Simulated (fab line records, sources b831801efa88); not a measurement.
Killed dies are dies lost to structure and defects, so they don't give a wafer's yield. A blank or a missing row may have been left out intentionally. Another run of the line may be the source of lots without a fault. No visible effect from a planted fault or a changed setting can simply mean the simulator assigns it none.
Which tool was responsible? :: flow gf180mcu :: Sampling: 13 lots, 39 wafers, 5 of 602 route steps

## WHAT EACH GAUGE READ, for each wafer
GF_VT_IMPLANT_RS_MEAS_47: a four-point-probe measurement.
lot: L793
measured: day 7 13:36
on: filmMetro-01
NWELL_RS (ohm/sq): 487.8 488.3 487.7

lot: L794
measured: day 7 17:41
on: filmMetro-02
NWELL_RS (ohm/sq): 487.2 487.4 486.3

lot: L795
measured: day 8 00:07
on: filmMetro-04
NWELL_RS (ohm/sq): 486.7 486.8 487.9

lot: L798
measured: day 8 19:10
on: filmMetro-04
NWELL_RS (ohm/sq): 488.3 488.1 488.6

lot: L799
measured: day 9 05:22
on: filmMetro-02
NWELL_RS (ohm/sq): 486.3 486.2 487.7

lot: L800
measured: day 9 10:17
on: filmMetro-01
NWELL_RS (ohm/sq): 489.9 489.2 489.8

lot: L802
measured: day 10 00:30
on: filmMetro-01
NWELL_RS (ohm/sq): 490.6 490.0 490.3

lot: L803
measured: day 10 05:43
on: filmMetro-01
NWELL_RS (ohm/sq): 489.5 487.8 487.7

lot: L804
measured: day 10 12:56
on: filmMetro-02
NWELL_RS (ohm/sq): 488.6 487.5 488.0

lot: L807
measured: day 11 14:48
on: filmMetro-04
NWELL_RS (ohm/sq): 488.9 487.5 487.0

lot: L809
measured: day 12 00:53
on: filmMetro-04
NWELL_RS (ohm/sq): 489.0 488.6 486.5

lot: L811
measured: day 12 15:14
on: filmMetro-02
NWELL_RS (ohm/sq): 487.8 488.0 488.6

lot: L814
measured: day 13 11:17
on: filmMetro-01
NWELL_RS (ohm/sq): 490.0 489.4 488.8

GF_CONTACT_THK_MEAS_03.
lot: L793
measured: day 15 12:08
on: filmMetro-01
CONTACT_CVD_02_THK (nm): 847 862 866

lot: L794
measured: day 15 09:25
on: filmMetro-02
CONTACT_CVD_02_THK (nm): 866 857 864

lot: L795
measured: day 15 19:04
on: filmMetro-01
CONTACT_CVD_02_THK (nm): 865 843 868

lot: L798
measured: day 16 18:44
on: filmMetro-01
CONTACT_CVD_02_THK (nm): 855 840 864

lot: L799
measured: day 17 05:13
on: filmMetro-04
CONTACT_CVD_02_THK (nm): 839 855 857

lot: L800
measured: day 17 15:48
on: filmMetro-04
CONTACT_CVD_02_THK (nm): 853 869 864

lot: L802
measured: day 18 07:52
on: filmMetro-04
CONTACT_CVD_02_THK (nm): 858 850 862

lot: L803
measured: day 18 16:28
on: filmMetro-04
CONTACT_CVD_02_THK (nm): 842 855 858

lot: L804
measured: day 19 00:11
on: filmMetro-04
CONTACT_CVD_02_THK (nm): 851 861 860

lot: L807
measured: day 20 10:11
on: filmMetro-01
CONTACT_CVD_02_THK (nm): 849 851 865

lot: L809
measured: day 21 00:05
on: filmMetro-04
CONTACT_CVD_02_THK (nm): 850 852 859

lot: L811
measured: day 21 14:31
on: filmMetro-02
CONTACT_CVD_02_THK (nm): 877 849 875

lot: L814
measured: day 22 16:06
on: filmMetro-02
CONTACT_CVD_02_THK (nm): 851 842 862

GF_M2_OVL_MEAS_15.
lot: L793
measured: day 19 14:28
on: overlay-01
M2_OVL (nm): 7 13 6

lot: L794
measured: day 19 11:53
on: overlay-02
M2_OVL (nm): 2 6 -5

lot: L795
measured: day 20 00:10
on: overlay-01
M2_OVL (nm): -1 -1 -9

lot: L798
measured: day 20 23:22
on: overlay-01
M2_OVL (nm): -3 0 -1

lot: L799
measured: day 21 10:32
on: overlay-01
M2_OVL (nm): 4 6 1

lot: L800
measured: day 21 21:37
on: overlay-01
M2_OVL (nm): -3 -10 -12

lot: L802
measured: day 22 12:44
on: overlay-01
M2_OVL (nm): -10 -5 3

lot: L803
measured: day 22 21:28
on: overlay-01
M2_OVL (nm): 0 -6 1

lot: L804
measured: day 23 04:37
on: overlay-01
M2_OVL (nm): 0 -2 -3

lot: L807
measured: day 24 11:34
on: overlay-02
M2_OVL (nm): -16 -7 -11

lot: L809
measured: day 25 00:58
on: overlay-01
M2_OVL (nm): 1 6 0

lot: L811
measured: day 25 12:25
on: overlay-01
M2_OVL (nm): -5 3 -6

lot: L814
measured: day 26 12:55
on: overlay-02
M2_OVL (nm): 7 6 5

## WHICH TOOL RAN EACH LOT (tool, then ch and the chambers of the sampled wafers, then the start)
lot: L793
GF_STI_COAT_07: lithoTrack-04 ch 0, day 1 19:26
GF_STI_STRIP_15: plasmaAsher-02 ch 0,1, day 2 02:13

lot: L794
GF_STI_COAT_07: lithoTrack-04 ch 0, day 1 23:41
GF_STI_STRIP_15: plasmaAsher-03 ch 0,1, day 2 05:51

lot: L795
GF_STI_COAT_07: lithoTrack-02 ch 0, day 2 04:53
GF_STI_STRIP_15: plasmaAsher-04 ch 0,1, day 2 11:13

lot: L798
GF_STI_COAT_07: lithoTrack-01 ch 0, day 2 19:46
GF_STI_STRIP_15: plasmaAsher-02 ch 0,1, day 3 02:28

lot: L799
GF_STI_COAT_07: lithoTrack-02 ch 0, day 3 01:41
GF_STI_STRIP_15: plasmaAsher-04 ch 0,1, day 3 08:42

lot: L800
GF_STI_COAT_07: lithoTrack-01 ch 0, day 3 06:39
GF_STI_STRIP_15: plasmaAsher-02 ch 0,1, day 3 13:50

lot: L802
GF_STI_COAT_07: lithoTrack-02 ch 0, day 3 16:47
GF_STI_STRIP_15: plasmaAsher-02 ch 0,1, day 3 23:39

lot: L803
GF_STI_COAT_07: lithoTrack-01 ch 0, day 3 21:49
GF_STI_STRIP_15: plasmaAsher-02 ch 0, day 4 04:56

lot: L804
GF_STI_COAT_07: lithoTrack-02 ch 0, day 4 03:08
GF_STI_STRIP_15: plasmaAsher-04 ch 0,1, day 4 10:21

lot: L807
GF_STI_COAT_07: lithoTrack-02 ch 0, day 4 18:46
GF_STI_STRIP_15: plasmaAsher-03 ch 0, day 5 02:16

lot: L809
GF_STI_COAT_07: lithoTrack-04 ch 0, day 5 05:28
GF_STI_STRIP_15: plasmaAsher-04 ch 0,1, day 5 12:40

lot: L811
GF_STI_COAT_07: lithoTrack-02 ch 0, day 5 15:20
GF_STI_STRIP_15: plasmaAsher-03 ch 0,1, day 5 22:58

lot: L814
GF_STI_COAT_07: lithoTrack-01 ch 0, day 6 05:30
GF_STI_STRIP_15: plasmaAsher-04 ch 0,1, day 6 13:28
- GF_STI_COAT_07: resist thk 700 nm.
- GF_STI_STRIP_15: strips in O2/N2.

## WHAT THE TOOLS THEMSELVES READ (means of the sampled wafers that have a number; where no wafer has one, the mark that the record gives instead)
GF_STI_COAT_07.
lot: L793
tool: lithoTrack-04
dispensePressureKPa (kPa): 49.3
exhaustPa (Pa): 44.3
resistLineTempC (C): 23.09

lot: L794
tool: lithoTrack-04
dispensePressureKPa (kPa): 49.2
exhaustPa (Pa): 45.3
resistLineTempC (C): 23.11

lot: L795
tool: lithoTrack-02
dispensePressureKPa (kPa): 45.0
exhaustPa (Pa): 45.5
resistLineTempC (C): 23.05

lot: L798
tool: lithoTrack-01
dispensePressureKPa (kPa): 49.6
exhaustPa (Pa): 45.6
resistLineTempC (C): 22.96

lot: L799
tool: lithoTrack-02
dispensePressureKPa (kPa): 45.0
exhaustPa (Pa): 45.4
resistLineTempC (C): 23.01

lot: L800
tool: lithoTrack-01
dispensePressureKPa (kPa): 49.6
exhaustPa (Pa): 45.7
resistLineTempC (C): 22.94

lot: L802
tool: lithoTrack-02
dispensePressureKPa (kPa): 45.0
exhaustPa (Pa): 44.3
resistLineTempC (C): 22.99

lot: L803
tool: lithoTrack-01
dispensePressureKPa (kPa): 49.6
exhaustPa (Pa): 44.1
resistLineTempC (C): 22.98

lot: L804
tool: lithoTrack-02
dispensePressureKPa (kPa): 45.0
exhaustPa (Pa): 45.3
resistLineTempC (C): 23.07

lot: L807
tool: lithoTrack-02
dispensePressureKPa (kPa): 45.0
exhaustPa (Pa): 43.9
resistLineTempC (C): 23.00

lot: L809
tool: lithoTrack-04
dispensePressureKPa (kPa): 49.2
exhaustPa (Pa): 44.9
resistLineTempC (C): 23.09

lot: L811
tool: lithoTrack-02
dispensePressureKPa (kPa): 45.0
exhaustPa (Pa): 44.0
resistLineTempC (C): 23.00

lot: L814
tool: lithoTrack-01
dispensePressureKPa (kPa): 49.6
exhaustPa (Pa): 45.7
resistLineTempC (C): 22.85

GF_STI_STRIP_15.
lot: L793
tool: plasmaAsher-02
drypumpMotorCurrentA (A): 5.9
heaterPowerW (W): 350
n2FlowSccm (sccm): 299.7
oesProductAu (a.u.): 0.383
stripTimeToEndpointS (s): 3.74

lot: L794
tool: plasmaAsher-03
drypumpMotorCurrentA (A): 5.7
heaterPowerW (W): 376
n2FlowSccm (sccm): 298.8
oesProductAu (a.u.): 0.378
stripTimeToEndpointS (s): 3.66

lot: L795
tool: plasmaAsher-04
drypumpMotorCurrentA (A): 6.0
heaterPowerW (W): 334
n2FlowSccm (sccm): 298.7
oesProductAu (a.u.): 0.385
stripTimeToEndpointS (s): 3.67

lot: L798
tool: plasmaAsher-02
drypumpMotorCurrentA (A): 5.7
heaterPowerW (W): 358
n2FlowSccm (sccm): 300.4
oesProductAu (a.u.): 0.381
stripTimeToEndpointS (s): 3.73

lot: L799
tool: plasmaAsher-04
drypumpMotorCurrentA (A): 6.0
heaterPowerW (W): 332
n2FlowSccm (sccm): 298.7
oesProductAu (a.u.): 0.383
stripTimeToEndpointS (s): 3.69

lot: L800
tool: plasmaAsher-02
drypumpMotorCurrentA (A): 5.9
heaterPowerW (W): 347
n2FlowSccm (sccm): 300.7
oesProductAu (a.u.): 0.380
stripTimeToEndpointS (s): 3.69

lot: L802
tool: plasmaAsher-02
drypumpMotorCurrentA (A): 5.9
heaterPowerW (W): 349
n2FlowSccm (sccm): 300.4
oesProductAu (a.u.): 0.386
stripTimeToEndpointS (s): 3.68

lot: L803
tool: plasmaAsher-02
drypumpMotorCurrentA (A): 6.0
heaterPowerW (W): 345
n2FlowSccm (sccm): 298.4
oesProductAu (a.u.): 0.382
stripTimeToEndpointS (s): 3.69

lot: L804
tool: plasmaAsher-04
drypumpMotorCurrentA (A): 6.1
heaterPowerW (W): 338
n2FlowSccm (sccm): 299.8
oesProductAu (a.u.): 0.382
stripTimeToEndpointS (s): 3.69

lot: L807
tool: plasmaAsher-03
drypumpMotorCurrentA (A): 5.1
heaterPowerW (W): 396
n2FlowSccm (sccm): 300.5
oesProductAu (a.u.): 0.396
stripTimeToEndpointS (s): 4.00

lot: L809
tool: plasmaAsher-04
drypumpMotorCurrentA (A): 6.1
heaterPowerW (W): 332
n2FlowSccm (sccm): 300.5
oesProductAu (a.u.): 0.382
stripTimeToEndpointS (s): 3.74

lot: L811
tool: plasmaAsher-03
drypumpMotorCurrentA (A): 5.6
heaterPowerW (W): 377
n2FlowSccm (sccm): 299.8
oesProductAu (a.u.): 0.396
stripTimeToEndpointS (s): 4.00

lot: L814
tool: plasmaAsher-04
drypumpMotorCurrentA (A): 6.0
heaterPowerW (W): 330
n2FlowSccm (sccm): 300.3
oesProductAu (a.u.): 0.381
stripTimeToEndpointS (s): 3.64

## THE ANSWER, worked out from the rows above alone
Rule: what is usual is taken from the lots themselves. Put in order of their means at a reading, lots are off if they are a third of the lots or fewer, leave a main group of 4 or more, and stand apart from it by a gap of 3 or more times the standard deviation of the main group's means; of several such gaps the widest counts. The tables above print the reading to a certain number of digits; a main group whose means all agree to those digits is not used. Also off: a lot with no number at a reading for which 4 or more lots have one. All remaining lots with rows at the step are treated as sound. The gauges are gone through in route order, then the tools' own readings, and for those a lot's mean is taken as printed above. The first step at which some lot is off is used, and at that step the reading that is off furthest; a lot without a number counts as furthest.
Off, at GF_STI_STRIP_15 on stripTimeToEndpointS: L807, L811. The main group: mean 3.69 s, standard deviation 0.031.
If a tool, at that step or one of the process steps before it, ran each lot that is off and ran no sound lot following the first of them, it fits. This does not decide it: 2 tools fit, namely lithoTrack-02 at GF_STI_COAT_07 and plasmaAsher-03 at GF_STI_STRIP_15.

## WHAT WAS PUT IN BY THE SIMULATOR
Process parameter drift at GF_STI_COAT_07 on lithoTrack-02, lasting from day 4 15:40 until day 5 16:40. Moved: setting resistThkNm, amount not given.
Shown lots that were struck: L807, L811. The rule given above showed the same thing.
